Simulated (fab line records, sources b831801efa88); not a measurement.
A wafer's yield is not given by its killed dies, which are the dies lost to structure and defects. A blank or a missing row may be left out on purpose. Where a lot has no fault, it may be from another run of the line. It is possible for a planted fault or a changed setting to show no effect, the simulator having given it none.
Comparing a struck lot with a sound one -- flow sky130 -- 17 out of 708 route steps
Sound: these wafers, L260.3, L260.4, L260.6. The struck wafers were L271.1, L271.2, L271.6. At the end, the cause is stated.
For every step that has rows: the tool of each side, followed by ch and its chambers, followed by its first start. Under that, the readings that differ: sound wafers -- struck wafers -- difference of the means -- sigmas: that difference in standard deviations of wafers without a fault.
alike: readings with means less than 2 such deviations apart, plus words and numbers identical on both sides. not compared: withheld readings, readings lacking a value on some wafer, bounds such as >300 that could conceal the same value, and numbers that have no deviation in the record and whose values overlap.
A row with sigmas, a row that says differs or no value, or rows on one side alone: a step with any of these is where the two part. Non-overlapping numbers with no deviation appear without sigmas and do not part them. A reading that every wafer of one side lacks parts them only if that side has two wafers or more.

SKY_VT_ADJUST_HVTR_OVL_MEAS_08:
  struck on overlay-01, day 12 22:39; sound on overlay-01, day 9 14:37
  alike: VT_ADJUST_HVTR_OVL
after that, 1 step had no rows for these wafers: SKY_VT_ADJUST_HVTR_IMPLANT_09.
SKY_VT_ADJUST_HVTR_STRIP_10: strips in O2/N2.
  sound on plasma-asher-04 ch 0,1, day 9 14:49; struck on plasma-asher-02 ch 0,1, day 12 22:50
  alike: drypump-motor-current-A, oes-product-au, strip-time-to-endpoint-s
  not compared: rf-hours-counter-h
SKY_VT_ADJUST_HVTR_TW_MEAS_11:
  struck on film-metro-02, day 12 22:56; sound on film-metro-03, day 9 14:55
  alike: VT_ADJUST_HVTR_TW
then, 7 steps without rows for these wafers: SKY_VT_ADJUST_PCH_DEHYDRATE_00 (time 60 s); SKY_VT_ADJUST_PCH_HMDS_01 (prime time 60 s); SKY_VT_ADJUST_PCH_COAT_02 (resist thk 3000 nm); SKY_VT_ADJUST_PCH_SOFTBAKE_03; SKY_VT_ADJUST_PCH_EXPOSE_04 (exposes mask NWM, target cd 840 nm); SKY_VT_ADJUST_PCH_PEB_05; SKY_VT_ADJUST_PCH_DEVELOP_06 (develop time 60 s).
SKY_VT_ADJUST_PCH_OVL_MEAS_07:
  struck on overlay-02, day 13 23:26; sound on overlay-01, day 10 12:35
  alike: VT_ADJUST_PCH_OVL
SKY_VT_ADJUST_PCH_IMPLANT_08:
  sound on implanter-04 ch 0, day 10 12:39; struck on implanter-04 ch 0, day 13 23:28
reading,sound,struck,difference,sigmas
dose-ions-cm2,5.009e+11 5.011e+11 4.999e+11,6.334e+11 6.332e+11 6.336e+11,+1.328e+11,+99 or more
faraday-current-uA,2.99 2.76 2.84,3.48 3.56 3.56,+0.67,+12
SKY_VT_ADJUST_PCH_STRIP_09: strips in O2/N2.
  sound on plasma-asher-04 ch 0,1, day 10 12:47; struck on plasma-asher-03 ch 0,1, day 13 23:37
  alike: drypump-motor-current-A, oes-product-au, strip-time-to-endpoint-s
  not compared: rf-hours-counter-h
SKY_VT_ADJUST_PCH_TW_MEAS_10:
  struck on film-metro-03, day 13 23:43; sound on film-metro-03, day 10 12:52
reading,sound,struck,difference,sigmas
VT_ADJUST_PCH_TW,142.4 142.0 142.3,152.2 150.7 151.5,+9.2,+13
then, 1 step without rows for these wafers: SKY_SONOS_TUNNEL_DEHYDRATE_00 (time 60 s).
-- record jumps: 35 days separate the struck wafers' starts on either side; left off in module SONOS_TUNNEL, taken up again in module PAD_OPEN, whose first shown step is the route's number 708 --
SKY_PAD_OPEN_PROBE_99:
  struck on prober-01, day 48 19:56; sound on prober-01, day 45 17:18
reading,sound,struck,difference,sigmas
model.etest.pfet_01v8_lvt.drive-ua-um,176.3 174.7 175.4,178.1 181 176.4,+3.0,
model.etest.pfet-g5v0d10v5.off-log10-a-um,-12.97 -13.04 -12.79,-12.33 -11.89 -11.98,+0.87,
model.etest.pfet_01v8_lvt.off-log10-a-um,-9.104 -9.057 -9.07,-8.53 -8.336 -8.384,+0.66,
model.etest.pfet-g5v0d10v5.vt-sat-v (V),-0.6639 -0.6888 -0.6406,-0.6035 -0.5725 -0.5927,+0.0749,
model.etest.pfet_16v.vt-v (V),-1.106 -1.118 -1.115,-1.052 -1.047 -1.064,+0.059,
model.etest.pfet-g5v0d10v5.vt-v (V),-0.8532 -0.8822 -0.8294,-0.8041 -0.7742 -0.7961,+0.0635,
model.etest.pfet-g5v0d10v5.vt-long-v (V),-0.9377 -0.9519 -0.941,-0.8857 -0.8786 -0.8933,+0.0577,
model.etest.pfet_01v8_lvt.vt-sat-v (V),-0.4608 -0.457 -0.462,-0.4103 -0.4023 -0.4123,+0.0516,
  alike: killed_at_M0_to_M3, killed_at_M4_up, killed-at-contacts, killed-at-front-end, killed-at-other, killed-dies, killed-open, killed-short

== WHERE THEY PART ==
First at SKY_VT_ADJUST_PCH_IMPLANT_08; last, within this record, at SKY_VT_ADJUST_PCH_TW_MEAS_10. Later steps at which nothing parts them and some readings are alike: SKY_PAD_OPEN_PROBE_99.

WHY: the cause the simulator had injected
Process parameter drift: implanter-04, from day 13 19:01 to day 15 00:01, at SKY_VT_ADJUST_PCH_IMPLANT_08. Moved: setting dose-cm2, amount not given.
